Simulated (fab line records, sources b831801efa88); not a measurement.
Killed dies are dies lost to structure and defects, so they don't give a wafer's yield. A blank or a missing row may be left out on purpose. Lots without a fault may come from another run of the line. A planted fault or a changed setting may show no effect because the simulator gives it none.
Which tool did it? | flow gf180mcu | 13 lots, 39 wafers sampled, at 5 steps of a route of 602

WHAT THE GAUGES READ, wafer by wafer
GF_MVSD_OVL_MEAS_07. Usual: MVSD_OVL -0.3 nm, standard deviation 1.1.
lot  | measured    | on         | MVSD_OVL (nm)  | flag
L980 | day 4 11:49 | overlay-02 | 0.5 1.7 2.4    |
L983 | day 5 03:47 | overlay-01 | -2.0 1.1 1.8   |
L984 | day 5 13:55 | overlay-02 | -0.3 -0.7 0.5  |
L986 | day 6 02:35 | overlay-01 | 0.3 0.8 0.0    |
L987 | day 6 08:16 | overlay-02 | -0.2 0.7 0.4   |
L989 | day 6 22:47 | overlay-01 | -1.4 -0.6 -1.4 |
L990 | day 7 00:35 | overlay-01 | -0.6 -1.4 -1.8 |
L991 | day 7 03:56 | overlay-02 | 0.1 0.1 -2.7   |
L992 | day 7 09:34 | overlay-02 | -1.8 -1.6 -2.3 |
L993 | day 7 14:25 | overlay-02 | -1.0 -1.3 0.1  |
L994 | day 7 22:20 | overlay-02 | 1.1 -0.7 0.2   |
L998 | day 8 19:55 | overlay-02 | - - -          | OFF
L103 | day 9 23:19 | overlay-02 | -1.3 -1.8 -2.0 |

GF_MVSD_TW_MEAS_11. Usual: MVSD_TW 1576, standard deviation 9.9.
lot  | measured    | on            | MVSD_TW        | flag
L980 | day 4 12:15 | film_metro-03 | 1579 1583 1591 |
L983 | day 5 04:13 | film_metro-01 | 1570 1576 1574 |
L984 | day 5 14:21 | film_metro-04 | 1561 1570 1557 |
L986 | day 6 03:02 | film_metro-01 | 1575 1575 1573 |
L987 | day 6 08:43 | film_metro-03 | 1583 1588 1581 |
L989 | day 6 23:13 | film_metro-03 | 1595 1592 1583 |
L990 | day 7 01:02 | film_metro-01 | 1586 1579 1582 |
L991 | day 7 04:22 | film_metro-04 | 1569 1562 1565 |
L992 | day 7 10:01 | film_metro-01 | 1591 1581 1592 |
L993 | day 7 14:52 | film_metro-03 | 1587 1594 1584 |
L994 | day 7 22:47 | film_metro-04 | 1574 1568 1576 |
L998 | day 8 20:22 | film_metro-03 | 30 30 30       | OFF
L103 | day 9 23:46 | film_metro-01 | 1567 1567 1579 |

GF_V1_BOW_MEAS_05. Usual: V1_BOW 82 um, standard deviation 8.1.
lot  | measured     | on            | V1_BOW (um) | flag
L980 | day 17 08:28 | film_metro-01 | 79 82 101   |
L983 | day 18 18:35 | film_metro-03 | 88 84 76    |
L984 | day 18 23:32 | film_metro-03 | 78 84 91    |
L986 | day 20 02:23 | film_metro-02 | 79 97 87    |
L987 | day 20 09:24 | film_metro-03 | 91 87 95    |
L989 | day 21 06:58 | film_metro-02 | 84 76 82    |
L990 | day 21 09:58 | film_metro-03 | 76 69 92    |
L991 | day 21 15:02 | film_metro-02 | 84 86 93    |
L992 | day 21 21:27 | film_metro-03 | 71 80 72    |
L993 | day 22 00:28 | film_metro-02 | 96 85 100   |
L994 | day 22 16:23 | film_metro-03 | 82 85 85    |
L998 | day 23 22:17 | film_metro-01 | 84 85 76    |
L103 | day 25 09:44 | film_metro-03 | 73 84 79    |

GF_V1_OVL_MEAS_15. Usual: V1_OVL 1 nm, standard deviation 6.6.
lot  | measured     | on         | V1_OVL (nm) | flag
L980 | day 18 08:27 | overlay-01 | -3 -10 -3   |
L983 | day 19 18:55 | overlay-01 | 0 1 3       |
L984 | day 19 23:57 | overlay-01 | -1 7 12     |
L986 | day 21 03:22 | overlay-01 | -5 -6 -1    |
L987 | day 21 09:59 | overlay-02 | 10 15 7     |
L989 | day 22 06:29 | overlay-01 | -12 -7 -3   |
L990 | day 22 09:56 | overlay-02 | 11 8 13     |
L991 | day 22 14:22 | overlay-02 | 3 -2 0      |
L992 | day 22 20:51 | overlay-01 | 5 6 11      |
L993 | day 22 23:36 | overlay-02 | 9 16 9      |
L994 | day 23 15:31 | overlay-01 | 4 4 -1      |
L998 | day 24 21:00 | overlay-02 | 3 8 1       |
L103 | day 26 07:11 | overlay-01 | 8 9 6       |

WHICH TOOL RAN EACH LOT (tool, then ch and the chambers of the sampled wafers, then the start)
lot  | GF_MVSD_EXPOSE_04
L980 | iline_stepper-01 ch 0, day 4 05:20
L983 | iline_stepper-01 ch 0, day 4 20:47
L984 | iline_stepper-02 ch 0, day 5 06:52
L986 | iline_stepper-01 ch 0, day 5 19:06
L987 | iline_stepper-01 ch 0, day 6 00:58
L989 | iline_stepper-02 ch 0, day 6 14:55
L990 | iline_stepper-02 ch 0, day 6 17:31
L991 | iline_stepper-02 ch 0, day 6 20:21
L992 | iline_stepper-01 ch 0, day 7 01:58
L993 | iline_stepper-01 ch 0, day 7 06:47
L994 | iline_stepper-01 ch 0, day 7 14:38
L998 | iline_stepper-01 ch 0, day 8 11:43
L103 | iline_stepper-01 ch 0, day 9 14:37
- GF_MVSD_EXPOSE_04: exposes mask MVSD, target cd 1000 nm.

WHAT THE TOOLS THEMSELVES READ (means of the sampled wafers that have a number; where no wafer has one, the mark that the record gives instead)
The record holds no such reading with a usual standard deviation.

THE ANSWER, worked out from the rows above alone
Rule: a lot is off if the mean of its wafers that have a number lies more than 3 standard deviations from the usual mean. A lot without any number at a reading at which 4 lots or more have one is off too. The other lots that the step has rows for count as sound. The gauges are gone through in route order, then the tools' own readings, and for those a lot's mean is taken as printed above. The first step at which some lot is off is used, and at that step the reading that is off furthest; a lot without a number counts as furthest.
Off: L998, at GF_MVSD_OVL_MEAS_07 (MVSD_OVL). Without a number there: L998.
A tool fits if, at a process step before that reading, it ran every lot that is off, and no sound lot after the first of them. The gauges at GF_MVSD_OVL_MEAS_07 aren't tried: what is off there is off at GF_MVSD_TW_MEAS_11 too, on other tools, and a gauge's error can't cause that. None of those tried fits.

WHAT THE SIMULATOR HAD PUT IN
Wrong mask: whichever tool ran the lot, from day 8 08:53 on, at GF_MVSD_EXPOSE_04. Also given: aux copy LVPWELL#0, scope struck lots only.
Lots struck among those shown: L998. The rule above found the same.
